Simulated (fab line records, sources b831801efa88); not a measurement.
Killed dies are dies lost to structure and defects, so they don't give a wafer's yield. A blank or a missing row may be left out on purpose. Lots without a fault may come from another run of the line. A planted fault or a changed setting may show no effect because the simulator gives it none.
Which tool did it? | flow sky130 | 12 lots, 36 wafers sampled, at 4 steps of a route of 708

WHAT THE GAUGES READ, wafer by wafer
SKY_METAL4_CD_MEAS_13: target cd 300 nm.
lot  | measured     | on        | cd_nm (nm)
L834 | day 41 06:13 | cd_sem-01 | 300.6 300.6 300.9
L835 | day 42 03:22 | cd_sem-01 | 300.6 300.3 301.6
L836 | day 42 19:22 | cd_sem-02 | 300.1 299.4 299.8
L838 | day 42 19:53 | cd_sem-01 | 299.7 301.1 300.6
L840 | day 44 09:03 | cd_sem-02 | 301.7 300.4 299.9
L842 | day 44 09:46 | cd_sem-01 | 302.4 303.2 301.7
L843 | day 44 14:17 | cd_sem-02 | 300.0 300.8 301.0
L844 | day 44 15:29 | cd_sem-02 | 300.7 300.4 300.8
L847 | day 46 00:08 | cd_sem-02 | 300.4 301.2 301.5
L846 | day 46 01:45 | cd_sem-01 | 298.1 299.6 299.9
L845 | day 46 03:42 | cd_sem-01 | 301.4 301.4 300.8
L857 | day 47 23:16 | cd_sem-01 | 302.3 301.7 301.0

SKY_VIA4_THK_MEAS_01.
lot  | measured     | on            | VIA4_HDPCVD_THK (nm)
L834 | day 41 07:31 | film_metro-04 | 1725 1753 1745
L835 | day 42 04:41 | film_metro-03 | 1770 1754 1770
L836 | day 42 20:37 | film_metro-02 | 1726 1721 1736
L838 | day 42 21:08 | film_metro-02 | 1769 1794 1761
L840 | day 44 10:20 | film_metro-03 | 1751 1746 1765
L842 | day 44 11:01 | film_metro-03 | 1762 1779 1769
L843 | day 44 15:33 | film_metro-03 | 1762 1737 1778
L844 | day 44 16:43 | film_metro-02 | 1757 1764 1748
L847 | day 46 01:34 | film_metro-02 | 2114 2112 2111
L846 | day 46 03:10 | film_metro-03 | 2133 2121 2130
L845 | day 46 05:05 | film_metro-03 | 1747 1736 1750
L857 | day 48 00:35 | film_metro-02 | 1777 1773 1775

WHICH TOOL RAN EACH LOT (tool, then ch and the chambers of the sampled wafers, then the start)
lot  | SKY_METAL4_SPUTTER_03        | SKY_VIA4_HDPCVD_00
L834 | pvd_sputter-01, day 39 04:49 | hdpcvd-01 ch 0,1, day 41 07:20
L835 | pvd_sputter-03, day 40 02:26 | hdpcvd-02 ch 0,1, day 42 04:31
L836 | pvd_sputter-03, day 40 19:26 | hdpcvd-01 ch 1,2, day 42 20:25
L838 | pvd_sputter-01, day 40 21:34 | hdpcvd-02 ch 0,1, day 42 20:57
L840 | pvd_sputter-01, day 42 10:22 | hdpcvd-02 ch 0,1,2, day 44 10:09
L842 | pvd_sputter-03, day 42 11:19 | hdpcvd-01 ch 1,2, day 44 10:49
L843 | pvd_sputter-04, day 42 15:34 | hdpcvd-01 ch 0,2, day 44 15:22
L844 | pvd_sputter-01, day 42 17:58 | hdpcvd-01 ch 0,1,2, day 44 16:31
L847 | pvd_sputter-03, day 44 05:39 | hdpcvd-01 ch 0,2, day 46 01:23
L846 | pvd_sputter-01, day 44 06:47 | hdpcvd-01 ch 0,1, day 46 02:59
L845 | pvd_sputter-01, day 44 09:52 | hdpcvd-02 ch 0,1, day 46 04:54
L857 | pvd_sputter-01, day 46 06:10 | hdpcvd-02 ch 0,1, day 48 00:19
- SKY_METAL4_SPUTTER_03: material Ti, target thk 5 nm, time 3.3 s.
- SKY_VIA4_HDPCVD_00: deposits SiO2, target thk 1750 nm, time 291.7 s.

WHAT THE TOOLS THEMSELVES READ (means of the sampled wafers that have a number; where no wafer has one, the mark that the record gives instead)
SKY_METAL4_SPUTTER_03.
lot  | tool           | throttle_valve_pct (%)
L834 | pvd_sputter-01 | 30.0
L835 | pvd_sputter-03 | 28.5
L836 | pvd_sputter-03 | 29.2
L838 | pvd_sputter-01 | 29.2
L840 | pvd_sputter-01 | 31.0
L842 | pvd_sputter-03 | 29.8
L843 | pvd_sputter-04 | 29.0
L844 | pvd_sputter-01 | 29.9
L847 | pvd_sputter-03 | 28.5
L846 | pvd_sputter-01 | 29.6
L845 | pvd_sputter-01 | 29.3
L857 | pvd_sputter-01 | 29.4

SKY_VIA4_HDPCVD_00.
lot  | tool      | sih4_flow_sccm (sccm)
L834 | hdpcvd-01 | 59.91
L835 | hdpcvd-02 | 59.99
L836 | hdpcvd-01 | 59.95
L838 | hdpcvd-02 | 60.07
L840 | hdpcvd-02 | 60.01
L842 | hdpcvd-01 | 60.08
L843 | hdpcvd-01 | 60.08
L844 | hdpcvd-01 | 59.97
L847 | hdpcvd-01 | 72.05
L846 | hdpcvd-01 | 71.85
L845 | hdpcvd-02 | 59.98
L857 | hdpcvd-02 | 60.01

THE ANSWER, worked out from the rows above alone
Rule: what is usual is taken from the lots themselves. Put in order of their means at a reading, lots are off if they are a third of the lots or fewer, leave a main group of 4 or more, and stand apart from it by a gap of 3 or more times the standard deviation of the main group's means; of several such gaps the widest counts. A main group whose means are all the same, to the digits that the tables above print for the reading, isn't used. A lot without any number at a reading at which 4 lots or more have one is off too. The other lots that the step has rows for count as sound. The gauges are gone through in route order, then the tools' own readings, and for those a lot's mean is taken as printed above. The first step at which some lot is off is used, and at that step the reading that is off furthest; a lot without a number counts as furthest.
Off: L847, L846, at SKY_VIA4_THK_MEAS_01 (VIA4_HDPCVD_THK). The main group: mean 1757 nm, standard deviation 15.
A tool fits if, at a process step before that reading, it ran every lot that is off, and no sound lot after the first of them. The gauges at SKY_VIA4_THK_MEAS_01 aren't tried: what is off there is off at SKY_VIA4_HDPCVD_00 too, on other tools, and a gauge's error can't cause that. One fits: hdpcvd-01 at SKY_VIA4_HDPCVD_00. Its last sound lot is L844 (day 44 16:31), its first lot that is off L847 (day 46 01:23): a fault that began between those two fits.
The tool's own readings at SKY_VIA4_HDPCVD_00 bear it out: on the lots that are off they differ by more than 5 times the standard deviation of the sound lots' means. sih4_flow_sccm reads 71.95 sccm there against 60.00 sccm on the sound lots.

WHAT THE SIMULATOR HAD PUT IN
Process parameter drift: hdpcvd-01, from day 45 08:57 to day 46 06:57, at SKY_VIA4_HDPCVD_00. Setting sih4_flow_sccm, moved by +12, from 60. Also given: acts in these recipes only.
Lots struck among those shown: L847, L846. The rule above found the same.
